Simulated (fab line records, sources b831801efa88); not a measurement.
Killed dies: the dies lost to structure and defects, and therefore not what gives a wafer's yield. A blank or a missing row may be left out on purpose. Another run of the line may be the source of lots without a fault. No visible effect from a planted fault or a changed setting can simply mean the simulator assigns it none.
Struck lot and sound lot, side by side    flow sky130    14 steps out of a route of 708
Sound: wafers L650.1, L650.2, L650.3. The struck wafers were L653.2, L653.3, L653.5. The cause is named last.
Per side, at each step with rows, come the tool, then ch with its chambers, and then its first start. Under that, the readings that differ: sound wafers    struck wafers    difference of the means    sigmas: that difference in standard deviations of wafers without a fault.
alike: readings whose means differ by less than 2 such deviations, and words and numbers that are the same on both sides. not compared: withheld readings, readings that some wafer has no value for, bounds like >300 that may hide the same value, and numbers for which the record gives no deviation and whose values overlap.
A row with sigmas, a row that says differs or no value, or rows on one side alone: a step with any of these is where the two part. When numbers do not overlap yet have no deviation, they are printed without sigmas and do not part them. Lack of a reading on every wafer of one side parts them only where that side has two or more wafers.

first, 2 steps without rows for these wafers: SKY_LDD_HVN_PEB_05; SKY_LDD_HVN_DEVELOP_06 (develop time 60 s).
SKY_LDD_HVN_OVL_MEAS_07:
  sound on overlay-02 at day 20 21:55; struck on overlay-02 at day 22 06:46
  alike: LDD_HVN_OVL
next, for these wafers, 1 step has no rows: SKY_LDD_HVN_IMPLANT_08.
SKY_LDD_HVN_STRIP_09: strips in O2/N2.
  sound on plasma asher-03 ch 0,1, day 20 22:06; struck on plasma asher-04 ch 0,1, day 22 06:57
  alike: drypump motor current A, oes product au, strip time to endpoint s
  not compared: rf hours counter h
SKY_LDD_HVN_TW_MEAS_10:
  sound on film metro-04 at day 20 22:12; struck on film metro-03 at day 22 07:04
  alike: LDD_HVN_TW
then, 6 steps without rows for these wafers: SKY_LDD_HVP_DEHYDRATE_00 (time 60 s); SKY_LDD_HVP_HMDS_01 (prime time 60 s); SKY_LDD_HVP_COAT_02 (resist thk 300 nm); SKY_LDD_HVP_SOFTBAKE_03 (time 60 s); SKY_LDD_HVP_EXPOSE_04 (exposes mask HVPTM, target cd 700 nm); SKY_LDD_HVP_PEB_05.
SKY_LDD_HVP_DEVELOP_06: develop time 60 s.
  struck on litho track-04, day 23 13:35; sound on litho track-03 ch 0, day 22 04:40
  no value came back on the struck wafers for chill plate temp C (C), develop time s (s); on the sound wafers chill plate temp C (C) reads 23.02 23.07 23.03
SKY_LDD_HVP_OVL_MEAS_07:
  sound on overlay-01 at day 22 04:49; struck on overlay-02 at day 23 13:43
reading           sound           struck  difference                     sigmas
LDD_HVP_OVL (nm)  -2.3 -0.3 -1.0  - - -   no value on the struck wafers  

## WHERE THEY PART
Last at SKY_LDD_HVP_OVL_MEAS_07 as far as this record goes, first at SKY_LDD_HVP_DEVELOP_06.

WHY: what had been put in by the simulator
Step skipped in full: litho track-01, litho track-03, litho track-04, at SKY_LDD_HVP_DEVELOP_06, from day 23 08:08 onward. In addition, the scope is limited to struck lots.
